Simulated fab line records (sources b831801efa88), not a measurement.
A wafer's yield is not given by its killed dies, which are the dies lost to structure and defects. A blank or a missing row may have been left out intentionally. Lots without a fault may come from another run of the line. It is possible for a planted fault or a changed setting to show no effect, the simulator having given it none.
fab line records -- flow sky130
record: lots: 11, wafers: 33, last-day: 51
route steps=708 shown VIA1@479 VIA4@652 METAL5@661 PAD_OPEN@708
lots that met no fault: taken from a fault-free run of the same line
start-h: hours from the record's first day to the start of the lot's first wafer shown -- wait-h: time in hours since the lot's previous step -- " the same as in the row above -- L1.1+2: a row that stands for several wafers -- - no value, or no start was given -- * or withheld: withheld -- < > ~ a bound
route shown NAME@n: NAME is a module with steps in the file, n the number in the route of the first one -- usual: mean/standard deviation of fault-free wafers -- same: alike in all rows -- chamber/n: place in a boat -- sites: per-site readings -- _std_site: standard deviation across them -- _edge_site: inner sites' mean taken away from outer sites' mean -- radius-mm: for every site, how far away it sits from the centre of the wafer -- mask NAME#n: copy n -- behind: the tool/chamber that last shaped the wafer -- hold: what put the lot on hold/how long, in hours/how the hold closed -- device: names the non-switching transistor (n, p or np) -- end of line: the same wafers' tests at the end of the route -- where a step has no rows: the recipe by itself -- killed: at the first sort, the dies lost to defects and structure; wafer yield is something else -- map: a wafer's dies, marking killed ones x, the rest . and places with no die _
set.NAME: the run value of the setting; set.NAME@STEP: its run value at that earlier step -- model.NAME: the simulator's own value behind a step, which no gauge read
route steps across a sampled set of lots; one table per step, one row per wafer
services: when a tool's chamber went out of use (start-h, in hours from the record's first day, below 0 if earlier), for how many hours, and the reason
== steps ==
step: SKY_VIA1_CVD_21
recipe: material: W, target-thk-nm: 270, time-s: 80.902, temp-c: 400, pressure-torr: 40
usual: heater-power-w: 825/120
lot.wafer,tool,chamber,start-h,wait-h,heater-power-w
L298.1,cvd-w-02,0,884.25,0.0,832
L298.2,cvd-w-02,1,884.25,0.0,922
L298.5,cvd-w-02,1,884.25,0.0,935
L299.1,cvd-w-01,1,885.59,0.0,688
L299.3,cvd-w-01,1,885.59,0.0,689
L299.5,cvd-w-01,1,885.59,0.0,691
L300.1,cvd-w-01,0,888.34,0.0,947
L300.4,cvd-w-01,0,888.34,0.0,944
L300.6,cvd-w-01,0,888.34,0.0,924
L301.3,cvd-w-02,0,893.08,0.1,815
L301.4,cvd-w-02,1,893.08,0.1,910
L301.6,cvd-w-02,1,893.08,0.1,926
L303.2,cvd-w-01,1,915.31,0.0,702
L303.5,cvd-w-01,0,915.31,0.0,945
L303.6,cvd-w-01,1,915.31,0.0,690
L306.2,cvd-w-01,1,925.48,0.0,679
L306.3,cvd-w-01,1,925.48,0.0,693
L306.5,cvd-w-01,1,925.48,0.0,672
L308.2,cvd-w-01,1,938.12,0.0,694
L308.5,cvd-w-01,0,938.12,0.0,938
L308.6,cvd-w-01,1,938.12,0.0,694
L310.2,cvd-w-01,1,947.82,0.0,679
L310.3,cvd-w-01,0,947.82,0.0,937
L310.6,cvd-w-01,0,947.82,0.0,951
L311.3,cvd-w-01,1,955.62,0.1,694
L311.4,cvd-w-01,0,955.62,0.1,945
L311.5,cvd-w-01,0,955.62,0.1,935
L312.1,cvd-w-02,0,963.24,0.0,784
L312.2,cvd-w-02,1,963.24,0.0,828
L312.4,cvd-w-02,0,963.24,0.0,800
L313.4,cvd-w-01,1,972.95,0.1,679
L313.5,cvd-w-01,1,972.95,0.1,706
L313.6,cvd-w-01,0,972.95,0.1,909
step: SKY_VIA4_STRIP_13
recipe: chemistry: O2/N2, power-w: 1400, pressure-mtorr: 1500, platen-temp-c: withheld, o2-flow-sccm: 3000, n2-flow-sccm: 300, overash-fraction: 0.5
usual: drypump-motor-current-A: 5.68/0.29, n2-flow-sccm: 300.0/0.95, oes-product-au: 0.709/0.0049, strip-time-to-endpoint-s: 12.801/0.027
lot.wafer,tool,chamber,start-h,wait-h,drypump-motor-current-A,n2-flow-sccm,oes-product-au,rf-hours-counter-h,strip-time-to-endpoint-s
L298.1,plasma-asher-02,0,1089.88,-,5.68,300.6,0.711,35,12.779
L298.2,plasma-asher-02,1,1089.88,-,5.91,299.6,0.709,35,12.760
L298.5,plasma-asher-02,0,1089.88,-,5.72,300.4,0.714,-,12.777
L299.1,plasma-asher-01,1,1090.05,-,5.31,298.7,0.714,96,12.811
L299.3,plasma-asher-01,0,1090.05,-,5.11,299.8,0.701,-,12.834
L299.5,plasma-asher-01,0,1090.05,-,5.11,299.3,0.723,-,12.808
L300.1,plasma-asher-02,1,1094.55,-,5.93,300.3,0.712,35,12.790
L300.4,plasma-asher-02,0,1094.55,-,5.68,298.7,0.711,-,12.797
L300.6,plasma-asher-02,0,1094.55,-,5.68,298.8,0.713,-,12.816
L301.3,plasma-asher-04,0,1097.08,-,5.88,298.9,0.713,-,12.783
L301.4,plasma-asher-04,1,1097.08,-,5.82,301.2,0.710,-,12.774
L301.6,plasma-asher-04,1,1097.08,-,5.83,299.7,0.718,-,12.802
L303.2,plasma-asher-02,1,1114.65,-,5.96,299.5,0.711,37,12.817
L303.5,plasma-asher-02,1,1114.65,-,5.93,299.0,0.703,-,12.808
L303.6,plasma-asher-02,0,1114.65,-,5.68,300.2,0.708,-,12.789
L306.2,plasma-asher-02,0,1121.60,-,5.70,300.2,0.703,38,12.838
L306.3,plasma-asher-02,1,1121.60,-,5.92,299.7,0.709,-,12.791
L306.5,plasma-asher-02,0,1121.60,-,5.69,300.8,0.710,-,12.731
L308.2,plasma-asher-04,1,1133.40,-,5.85,302.2,0.720,69,12.830
L308.5,plasma-asher-04,0,1133.40,-,5.88,300.5,0.720,-,12.827
L308.6,plasma-asher-04,1,1133.40,-,5.86,300.9,0.711,-,12.786
L310.2,plasma-asher-04,1,1141.10,-,5.86,302.7,0.707,70,12.832
L310.3,plasma-asher-04,1,1141.10,-,5.86,302.2,0.710,-,12.818
L310.6,plasma-asher-04,0,1141.10,-,5.90,298.5,0.714,-,12.771
L311.3,plasma-asher-01,1,1143.86,-,5.30,300.3,0.715,-,12.790
L311.4,plasma-asher-01,0,1143.86,-,5.12,298.5,0.704,-,12.807
L311.5,plasma-asher-01,1,1143.86,-,5.28,301.5,0.708,-,12.787
L312.1,plasma-asher-02,0,1152.50,-,5.68,299.9,0.713,40,12.813
L312.2,plasma-asher-02,1,1152.50,-,5.94,298.7,0.702,40,12.780
L312.4,plasma-asher-02,0,1152.50,-,5.70,300.2,0.718,-,12.790
L313.4,plasma-asher-04,1,1161.63,-,5.85,300.5,0.718,-,12.793
L313.5,plasma-asher-04,0,1161.63,-,5.94,300.2,0.715,-,12.781
L313.6,plasma-asher-04,1,1161.63,-,5.85,299.9,0.712,-,12.773
step: SKY_METAL5_SPUTTER_00
recipe: material: Ti, target-thk-nm: 15, power-w: 3000, time-s: 10, chamber-pressure-pa: 0.4
usual: cathode-dc-power-W: 3000.1/0.57, throttle-valve-pct: 29.5/1
lot.wafer,tool,chamber,start-h,wait-h,cathode-dc-power-W,throttle-valve-pct
L298.1,pvd-sputter-03,-,1091.37,0.1,3000.6,28.8
L298.2,pvd-sputter-03,-,1091.37,0.1,2999.4,28.0
L298.5,pvd-sputter-03,-,1091.37,0.1,3000.4,28.9
L299.1,pvd-sputter-02,-,1091.60,0.2,3000.9,30.9
L299.3,pvd-sputter-02,-,1091.60,0.2,3000.3,30.1
L299.5,pvd-sputter-02,-,1091.60,0.2,3000.4,29.8
L300.1,pvd-sputter-02,-,1095.88,0.2,2999.9,29.7
L300.4,pvd-sputter-02,-,1095.88,0.2,2999.5,29.9
L300.6,pvd-sputter-02,-,1095.88,0.2,3000.1,29.9
L301.3,pvd-sputter-03,-,1098.39,0.2,3000.7,30.4
L301.4,pvd-sputter-03,-,1098.39,0.2,2999.5,28.9
L301.6,pvd-sputter-03,-,1098.39,0.2,3000.3,30.6
L303.2,pvd-sputter-01,-,1115.93,0.1,3000.5,28.4
L303.5,pvd-sputter-01,-,1115.93,0.1,3000.8,30.4
L303.6,pvd-sputter-01,-,1115.93,0.1,2999.0,27.6
L306.2,pvd-sputter-02,-,1122.90,0.2,2999.7,29.9
L306.3,pvd-sputter-02,-,1122.90,0.2,2999.5,30.1
L306.5,pvd-sputter-02,-,1122.90,0.2,2999.6,29.9
L308.2,pvd-sputter-03,-,1134.72,0.1,3000.6,30.5
L308.5,pvd-sputter-03,-,1134.72,0.1,2999.4,28.3
L308.6,pvd-sputter-03,-,1134.72,0.1,3000.4,30.7
L310.2,pvd-sputter-03,-,1142.74,0.2,3000.3,28.9
L310.3,pvd-sputter-03,-,1142.74,0.2,3000.1,28.4
L310.6,pvd-sputter-03,-,1142.74,0.2,3000.2,28.7
L311.3,pvd-sputter-02,-,1145.11,0.2,3000.5,29.8
L311.4,pvd-sputter-02,-,1145.11,0.2,3000.9,31.0
L311.5,pvd-sputter-02,-,1145.11,0.2,3000.7,30.8
L312.1,pvd-sputter-03,-,1153.83,0.1,3001.7,28.9
L312.2,pvd-sputter-03,-,1153.83,0.1,3000.7,28.8
L312.4,pvd-sputter-03,-,1153.83,0.1,3000.8,28.3
L313.4,pvd-sputter-03,-,1163.69,0.2,3000.4,28.1
L313.5,pvd-sputter-03,-,1163.69,0.2,3000.3,28.2
L313.6,pvd-sputter-03,-,1163.69,0.2,3000.5,30.6
step: SKY_METAL5_METAL_ETCH_15
recipe: target-depth-a: 12600, stop-on: SiO2, over-etch-frac: 0.2, time-s: 252, chemistry: Cl2/BCl3, resist-sidewall-deg: 86, pressure-mtorr: 10, icp-w: 900, bias-w: 48.5, Cl2_flow_sccm: 60, bcl3-flow-sccm: 30
usual: drypump-motor-current-A: 5.9/0.57, oes-product-au: 0.893/0.0047, throttle-valve-pct: 22.265/0.0094
lot.wafer,tool,chamber,start-h,wait-h,drypump-motor-current-A,oes-product-au,rf-hours-counter-h,throttle-valve-pct
L298.1,rie-metal-04,1,1112.48,0.0,6.5,0.894,15,22.244
L298.2,rie-metal-04,0,1112.48,0.0,5.6,0.891,20,22.268
L298.5,rie-metal-04,1,1112.48,0.0,6.5,0.887,-,22.266
L299.1,rie-metal-01,0,1113.08,0.0,6.3,0.893,2,22.260
L299.3,rie-metal-01,1,1113.08,0.0,4.8,0.891,-,22.268
L299.5,rie-metal-01,1,1113.08,0.0,4.9,0.890,-,22.271
L300.1,rie-metal-02,0,1116.41,0.1,5.9,0.898,24,22.264
L300.4,rie-metal-02,0,1116.41,0.1,5.9,0.895,-,22.259
L300.6,rie-metal-02,0,1116.41,0.1,5.9,0.894,-,22.264
L301.3,rie-metal-02,0,1119.96,0.2,5.9,0.896,-,22.265
L301.4,rie-metal-02,0,1119.96,0.2,5.9,0.894,-,22.267
L301.6,rie-metal-02,0,1119.96,0.2,5.9,0.889,-,22.254
L303.2,rie-metal-01,1,1136.52,0.0,4.8,0.893,26,22.265
L303.5,rie-metal-01,0,1136.52,0.0,6.4,0.898,-,22.265
L303.6,rie-metal-01,1,1136.52,0.0,4.8,0.891,-,22.255
L306.2,rie-metal-01,0,1143.07,0.0,6.4,0.895,4,22.248
L306.3,rie-metal-01,1,1143.07,0.0,4.9,0.897,-,22.273
L306.5,rie-metal-01,1,1143.07,0.0,4.8,0.890,-,22.264
L308.2,rie-metal-04,1,1154.87,0.0,6.5,0.889,19,22.265
L308.5,rie-metal-04,0,1154.87,0.0,5.6,0.894,-,22.270
L308.6,rie-metal-04,1,1154.87,0.0,6.5,0.900,-,22.271
L310.2,rie-metal-02,1,1161.60,0.0,6.3,0.898,2,22.255
L310.3,rie-metal-02,1,1161.60,0.0,6.3,0.896,-,22.272
L310.6,rie-metal-02,0,1161.60,0.0,5.9,0.896,-,22.256
L311.3,rie-metal-04,1,1164.28,0.1,6.5,0.897,-,22.260
L311.4,rie-metal-04,0,1164.28,0.1,5.7,0.893,-,22.264
L311.5,rie-metal-04,0,1164.28,0.1,5.6,0.892,-,22.263
L312.1,rie-metal-01,0,1172.48,0.0,6.4,0.888,7,22.287
L312.2,rie-metal-01,1,1172.48,0.0,4.8,0.891,29,22.274
L312.4,rie-metal-01,1,1172.48,0.0,4.8,0.896,-,22.281
L313.4,rie-metal-04,0,1181.56,0.1,5.6,0.894,-,22.263
L313.5,rie-metal-04,1,1181.56,0.1,6.5,0.892,-,22.266
L313.6,rie-metal-04,0,1181.56,0.1,5.7,0.899,-,22.266
step: SKY_PAD_OPEN_PROBE_99
usual: defect-limited-yield: 82.6/2, killed_at_M0_to_M3: 42/6.7, killed_at_M4_up: 3.0/1.9, killed-at-contacts: 24/5.3, killed-at-front-end: 16/4.3, killed-at-other: 0.4/0.71, killed-dies: 85/9.6, killed-open: 46/6.5, killed-short: 39/6.7, sort_bin_3_pad_short: 0.9/0.46, sort_bin_5_function: 10.3/1.3, sort_bin_6_memory: 6.2/1.1, sort-n-pass: 407/9.6, sort-yield-pct: 82.6/2
same: gross-dies: 492, killed-at-back-side: 0, sort_bin_4_leakage[%]: 0, sort_bin_8_speed[%]: 0
lot.wafer,tool,chamber,start-h,wait-h,defect-limited-yield[%],killed_at_M0_to_M3,killed_at_M4_up,killed-at-contacts,killed-at-front-end,killed-at-other,killed-dies,killed-open,killed-short,sort_bin_3_pad_short[%],sort_bin_5_function[%],sort_bin_6_memory[%],sort-n-pass,sort-yield-pct[%]
L298.1,prober-02,-,1155.10,0.1,79.1,61,1,23,18,0,103,39,33,1.4,14.0,5.5,389,79.1
L298.2,prober-02,-,1155.15,0.1,74.2,84,2,25,16,0,127,51,35,2.0,16.3,7.5,365,74.2
L298.5,prober-02,-,1155.30,0.2,74.8,83,1,22,18,0,124,33,46,1.6,14.8,8.7,368,74.8
L299.1,prober-01,-,1156.10,0.1,82.3,44,3,23,17,0,87,52,35,0.4,11.4,5.9,405,82.3
L299.3,prober-01,-,1156.20,0.2,82.7,48,4,19,12,2,85,43,41,0.6,11.2,5.5,407,82.7
L299.5,prober-01,-,1156.30,0.2,83.5,45,2,15,19,0,81,46,34,0.2,11.6,4.7,411,83.5
L300.1,prober-02,-,1159.34,0.1,81.5,57,2,16,15,1,91,51,40,0.4,9.1,8.9,401,81.5
L300.4,prober-02,-,1159.49,0.2,83.1,57,1,13,12,0,83,50,32,0.8,10.4,5.7,409,83.1
L300.6,prober-02,-,1159.59,0.2,81.5,46,3,22,20,0,91,43,47,1.0,9.8,7.7,401,81.5
L301.3,prober-01,-,1162.91,0.2,74.8,69,6,29,20,0,124,55,41,1.8,17.3,6.1,368,74.8
L301.4,prober-01,-,1162.96,0.2,75.0,84,2,23,14,0,123,35,43,3.3,13.6,8.1,369,75.0
L301.6,prober-01,-,1163.06,0.2,75.6,83,5,23,9,0,120,38,46,2.2,14.8,7.3,372,75.6
L303.2,prober-02,-,1178.59,0.1,86.6,24,1,27,14,0,66,33,33,0.2,9.3,3.9,426,86.6
L303.5,prober-02,-,1178.74,0.2,84.6,43,2,20,11,0,76,41,35,1.4,8.9,5.1,416,84.6
L303.6,prober-02,-,1178.79,0.2,84.3,41,1,13,22,0,77,36,41,1.4,8.9,5.3,415,84.3
L306.2,prober-02,-,1183.55,0.1,77.8,56,5,26,22,0,109,56,53,1.6,12.6,7.9,383,77.8
L306.3,prober-02,-,1183.60,0.2,77.4,50,5,32,24,0,111,62,49,1.8,13.0,7.7,381,77.4
L306.5,prober-02,-,1183.70,0.2,76.8,51,8,43,12,0,114,58,56,1.2,12.8,9.1,378,76.8
L308.2,prober-02,-,1194.02,0.1,83.9,47,1,19,11,1,79,52,27,1.2,8.7,6.1,413,83.9
L308.5,prober-02,-,1194.17,0.2,81.1,47,2,29,15,0,93,57,36,0.2,11.0,7.7,399,81.1
L308.6,prober-02,-,1194.22,0.2,82.9,40,5,23,16,0,84,50,33,1.0,9.3,6.7,408,82.9
L310.2,prober-02,-,1198.05,0.1,82.1,47,3,24,14,0,88,53,33,0.4,12.2,5.3,404,82.1
L310.3,prober-02,-,1198.10,0.2,82.7,32,2,25,26,0,85,51,33,1.0,9.3,6.9,407,82.7
L310.6,prober-02,-,1198.25,0.2,79.3,52,1,25,24,0,102,47,55,0.8,13.6,6.3,390,79.3
L311.3,prober-01,-,1202.36,0.2,85.4,39,1,19,12,1,72,42,30,0.8,8.1,5.7,420,85.4
L311.4,prober-01,-,1202.41,0.2,81.9,49,7,19,14,0,89,50,39,1.6,10.0,6.5,403,81.9
L311.5,prober-01,-,1202.46,0.2,84.1,36,5,26,11,0,78,40,38,1.2,9.6,5.1,414,84.1
L312.1,prober-02,-,1208.72,0.1,84.8,36,1,19,19,0,75,39,36,0.8,9.6,4.9,417,84.8
L312.2,prober-02,-,1208.77,0.1,86.6,36,1,15,14,0,66,39,27,0,8.5,4.9,426,86.6
L312.4,prober-02,-,1208.87,0.2,85.0,37,3,20,13,1,74,46,28,0.8,8.5,5.7,418,85.0
L313.4,prober-01,-,1217.16,0.2,82.5,41,5,16,24,0,86,48,38,1.4,11.8,4.3,406,82.5
L313.5,prober-01,-,1217.21,0.2,81.3,44,1,24,22,1,92,50,41,0.6,11.2,6.9,400,81.3
L313.6,prober-01,-,1217.26,0.2,82.1,39,2,26,21,0,88,48,39,1.4,10.4,6.1,404,82.1
killed by level:class
L298.1 VIA1:unspecified=31 VIA1:geometric-particle:open=9 POLY_GATE:geometric-particle:open=5 LI_CONTACT:geometric-particle:open=5 LOCAL_INTERCONNECT:geometric-particle:short=5 CONTACT:geometric-particle:open=5 CONTACT:geometric-particle:short=5 METAL1:geometric-particle:short=5
L298.2 VIA1:unspecified=40 VIA1:geometric-particle:open=18 CONTACT:geometric-particle:open=10 LI_CONTACT:geometric-particle:open=6 FIELD_ISO:geometric-particle:short=4 VIA2:geometric-particle:open=4 POLY_GATE:geometric-particle:short=4 CONTACT:geometric-particle:short=4
L298.5 VIA1:unspecified=43 METAL1:geometric-particle:short=9 VIA1:geometric-particle:open=8 LI_CONTACT:geometric-particle:open=7 FIELD_ISO:geometric-particle:open=6 CONTACT:geometric-particle:short=6 LOCAL_INTERCONNECT:geometric-particle:short=5 METAL2:geometric-particle:short=5
L299.1 VIA1:geometric-particle:open=10 CONTACT:geometric-particle:open=9 VIA2:geometric-particle:open=7 VIA3:geometric-particle:open=7 FIELD_ISO:geometric-particle:open=5 LI_CONTACT:geometric-particle:open=5 CONTACT:geometric-particle:short=4 METAL1:geometric-particle:short=4
L299.3 VIA1:geometric-particle:open=9 CONTACT:geometric-particle:open=8 VIA1:geometric-particle:short=7 VIA2:geometric-particle:open=7 VIA3:geometric-particle:open=6 POLY_GATE:geometric-particle:short=5 LOCAL_INTERCONNECT:geometric-particle:short=5 METAL2:geometric-particle:open=5
L299.5 VIA1:geometric-particle:open=12 LI_CONTACT:geometric-particle:open=8 FIELD_ISO:geometric-particle:short=6 METAL1:geometric-particle:short=5 VIA2:geometric-particle:open=5 METAL2:geometric-particle:short=5 CONTACT:geometric-particle:open=4 VIA1:geometric-particle:short=4
L300.1 VIA1:geometric-particle:open=21 VIA1:geometric-particle:short=9 METAL2:geometric-particle:short=7 METAL1:geometric-particle:short=6 VIA2:geometric-particle:open=6 FIELD_ISO:geometric-particle:short=5 CONTACT:geometric-particle:short=4 LOCAL_INTERCONNECT:geometric-particle:open=3
L300.4 VIA1:geometric-particle:open=12 VIA2:geometric-particle:open=10 CONTACT:geometric-particle:open=7 VIA1:geometric-particle:short=6 METAL2:geometric-particle:open=6 METAL2:geometric-particle:short=5 VIA2:geometric-particle:short=5 VIA3:geometric-particle:open=5
L300.6 METAL2:geometric-particle:short=9 CONTACT:geometric-particle:open=9 VIA1:geometric-particle:short=7 VIA3:geometric-particle:open=7 VIA1:geometric-particle:open=6 LI_CONTACT:geometric-particle:open=5 FIELD_ISO:geometric-particle:open=4 FIELD_ISO:geometric-particle:short=4
L301.3 VIA1:unspecified=28 LI_CONTACT:geometric-particle:open=11 VIA1:geometric-particle:open=10 CONTACT:geometric-particle:open=9 VIA1:geometric-particle:short=7 POLY_GATE:geometric-particle:short=6 CONTACT:geometric-particle:short=5 VIA2:geometric-particle:open=5
L301.4 VIA1:unspecified=45 VIA1:geometric-particle:open=11 LOCAL_INTERCONNECT:geometric-particle:short=7 METAL1:geometric-particle:short=6 CONTACT:geometric-particle:open=6 LI_CONTACT:geometric-particle:open=4 CONTACT:geometric-particle:short=4 VIA3:geometric-particle:open=4
L301.6 VIA1:unspecified=36 VIA1:geometric-particle:open=10 METAL1:geometric-particle:short=10 CONTACT:geometric-particle:open=8 CONTACT:geometric-particle:short=6 VIA1:geometric-particle:short=6 LI_CONTACT:geometric-particle:open=5 METAL2:geometric-particle:short=5
L303.2 LI_CONTACT:geometric-particle:open=9 LOCAL_INTERCONNECT:geometric-particle:short=6 VIA1:geometric-particle:open=6 CONTACT:geometric-particle:open=5 VIA3:geometric-particle:open=5 POLY_GATE:geometric-particle:short=4 CONTACT:geometric-particle:short=4 METAL1:geometric-particle:short=3
L303.5 VIA3:geometric-particle:open=8 LI_CONTACT:geometric-particle:open=6 VIA2:geometric-particle:open=6 VIA1:geometric-particle:open=5 VIA2:geometric-particle:short=5 POLY_GATE:geometric-particle:short=4 CONTACT:geometric-particle:short=4 METAL1:geometric-particle:short=4
L303.6 POLY_GATE:geometric-particle:short=8 VIA1:geometric-particle:open=8 METAL1:geometric-particle:short=8 METAL2:geometric-particle:short=6 VIA2:geometric-particle:open=6 LI_CONTACT:geometric-particle:open=5 CONTACT:geometric-particle:open=4 FIELD_ISO:geometric-particle:open=3
L306.2 VIA1:geometric-particle:open=18 FIELD_ISO:geometric-particle:short=9 VIA3:geometric-particle:open=9 CONTACT:geometric-particle:open=9 VIA2:geometric-particle:open=7 LI_CONTACT:geometric-particle:short=6 CONTACT:geometric-particle:short=5 METAL1:geometric-particle:short=5
L306.3 VIA1:geometric-particle:open=13 CONTACT:geometric-particle:open=12 VIA3:geometric-particle:open=12 METAL1:geometric-particle:short=7 FIELD_ISO:geometric-particle:short=6 FIELD_ISO:geometric-particle:open=6 LOCAL_INTERCONNECT:geometric-particle:short=6 LI_CONTACT:geometric-particle:short=5
L306.5 CONTACT:geometric-particle:open=21 METAL1:geometric-particle:short=11 VIA1:geometric-particle:open=10 LOCAL_INTERCONNECT:geometric-particle:short=8 METAL4:geometric-particle:short=7 VIA3:geometric-particle:open=6 LI_CONTACT:geometric-particle:open=5 LOCAL_INTERCONNECT:geometric-particle:open=5
L308.2 VIA1:geometric-particle:open=17 CONTACT:geometric-particle:open=10 VIA2:geometric-particle:open=8 LI_CONTACT:geometric-particle:open=6 VIA3:geometric-particle:short=6 METAL1:geometric-particle:short=5 FIELD_ISO:geometric-particle:open=3 METAL2:geometric-particle:short=3
L308.5 CONTACT:geometric-particle:open=14 VIA1:geometric-particle:open=10 LI_CONTACT:geometric-particle:open=9 VIA2:geometric-particle:open=8 VIA3:geometric-particle:open=6 VIA3:geometric-particle:short=4 VIA1:geometric-particle:short=4 METAL2:geometric-particle:short=4
L308.6 VIA1:geometric-particle:open=13 LI_CONTACT:geometric-particle:open=9 CONTACT:geometric-particle:open=8 VIA2:geometric-particle:open=6 VIA3:geometric-particle:open=5 FIELD_ISO:geometric-particle:open=4 FIELD_ISO:geometric-particle:short=4 VIA2:geometric-particle:short=4
L310.2 VIA1:geometric-particle:open=13 LI_CONTACT:geometric-particle:open=10 CONTACT:geometric-particle:open=9 POLY_GATE:geometric-particle:short=8 VIA2:geometric-particle:open=8 VIA1:geometric-particle:short=5 VIA3:geometric-particle:open=5 METAL1:geometric-particle:short=4
L310.3 VIA1:geometric-particle:open=13 POLY_GATE:geometric-particle:open=11 CONTACT:geometric-particle:open=9 CONTACT:geometric-particle:short=7 LI_CONTACT:geometric-particle:open=6 VIA2:geometric-particle:open=5 FIELD_ISO:geometric-particle:short=4 POLY_GATE:geometric-particle:short=4
L310.6 METAL1:geometric-particle:short=11 VIA3:geometric-particle:open=8 CONTACT:geometric-particle:open=7 VIA1:geometric-particle:short=7 VIA1:geometric-particle:open=7 POLY_GATE:geometric-particle:short=6 LI_CONTACT:geometric-particle:short=6 FIELD_ISO:geometric-particle:short=5
L311.3 VIA1:geometric-particle:open=9 VIA3:geometric-particle:open=8 VIA2:geometric-particle:open=7 FIELD_ISO:geometric-particle:short=6 CONTACT:geometric-particle:open=6 LOCAL_INTERCONNECT:geometric-particle:short=4 VIA1:geometric-particle:short=4 LI_CONTACT:geometric-particle:short=3
L311.4 VIA3:geometric-particle:open=10 VIA1:geometric-particle:open=9 CONTACT:geometric-particle:open=8 METAL3:geometric-particle:short=7 VIA3:geometric-particle:short=7 VIA2:geometric-particle:open=5 SPACER:geometric-particle:short=4 SPACER:geometric-particle:open=3
L311.5 VIA1:geometric-particle:open=12 CONTACT:geometric-particle:open=9 LI_CONTACT:geometric-particle:short=7 METAL1:geometric-particle:short=5 CONTACT:geometric-particle:short=4 VIA2:geometric-particle:short=4 VIA2:geometric-particle:open=3 LI_CONTACT:geometric-particle:open=3
L312.1 VIA1:geometric-particle:open=10 FIELD_ISO:geometric-particle:short=7 VIA2:geometric-particle:open=7 CONTACT:geometric-particle:open=6 FIELD_ISO:geometric-particle:open=5 LI_CONTACT:geometric-particle:short=4 LOCAL_INTERCONNECT:geometric-particle:short=4 VIA1:geometric-particle:short=4
L312.2 VIA1:geometric-particle:open=8 VIA1:geometric-particle:short=8 LI_CONTACT:geometric-particle:open=6 FIELD_ISO:geometric-particle:open=4 METAL1:geometric-particle:short=4 VIA2:geometric-particle:open=3 POLY_GATE:geometric-particle:short=3 POLY_GATE:geometric-particle:open=3
L312.4 VIA3:geometric-particle:open=9 CONTACT:geometric-particle:open=9 FIELD_ISO:geometric-particle:open=5 LI_CONTACT:geometric-particle:open=5 METAL1:geometric-particle:short=5 METAL1:geometric-particle:open=4 VIA1:geometric-particle:open=4 VIA2:geometric-particle:open=4
L313.4 VIA3:geometric-particle:open=9 FIELD_ISO:geometric-particle:open=8 FIELD_ISO:geometric-particle:short=7 CONTACT:geometric-particle:open=7 VIA1:geometric-particle:open=7 VIA2:geometric-particle:open=7 LI_CONTACT:geometric-particle:open=4 METAL2:geometric-particle:short=4
L313.5 CONTACT:geometric-particle:open=14 VIA1:geometric-particle:open=10 FIELD_ISO:geometric-particle:short=8 VIA3:geometric-particle:open=5 POLY_GATE:geometric-particle:open=5 CONTACT:geometric-particle:short=5 VIA1:geometric-particle:short=5 METAL2:geometric-particle:short=5
L313.6 VIA1:geometric-particle:open=12 CONTACT:geometric-particle:open=8 FIELD_ISO:geometric-particle:short=6 LI_CONTACT:geometric-particle:open=6 VIA2:geometric-particle:open=6 LOCAL_INTERCONNECT:geometric-particle:short=5 METAL1:geometric-particle:short=5 VIA3:geometric-particle:open=5
== services ==
tool,chamber,start-h,hours,kind
pvd-sputter-01,-,884.99,2.0,repair
pvd-sputter-02,-,887.82,1.0,repair
cvd-w-02,-,888.10,2.8,pm
pvd-sputter-03,-,889.66,6.3,repair
cvd-w-01,-,894.86,2.2,repair
cvd-w-02,-,904.00,14.0,pm
cvd-w-02,1,916.26,13.8,repair
rie-metal-01,0,956.21,134.6,repair
cvd-w-01,0,981.61,4.1,repair
cvd-w-01,1,986.44,8.9,repair
plasma-asher-01,-,986.99,2.8,pm
rie-metal-04,-,1028.64,1.4,pm
rie-metal-02,-,1028.82,2.8,pm
cvd-w-01,-,1035.79,1.0,repair
plasma-asher-02,-,1066.41,0.5,repair
rie-metal-01,-,1072.59,0.6,repair
plasma-asher-01,-,1118.37,2.7,repair
pvd-sputter-03,-,1123.26,1.4,repair
rie-metal-01,1,1128.93,6.2,repair
plasma-asher-02,-,1135.52,2.8,pm
plasma-asher-02,-,1143.79,2.4,repair
pvd-sputter-02,-,1174.46,3.8,repair
cvd-w-02,-,1179.73,1.0,repair
cvd-w-01,1,1180.16,18.8,repair
== key ==
first-sign: step: SKY_PAD_OPEN_PROBE_99, reading: killed_at_M0_to_M3, direction: up, sigmas: 5.3, usual: 42, struck: 77
effect: step: SKY_PAD_OPEN_PROBE_99, reading: sort_bin_5_function, direction: up, sigmas: 3.6, usual: 10.3, struck: 15.1
met-at SKY_VIA1_CVD_21
struck-lots L298,L301
not-acting-at SKY_VIA4_STRIP_13,SKY_METAL5_SPUTTER_00,SKY_METAL5_METAL_ETCH_15
fault: kind: chamber-particle-source, tool: cvd-w-02, chamber: -, onset-h: 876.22, steps: SKY_VIA1_CVD_21, rate-per-visit-cm2: 0.37561, end-h: 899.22
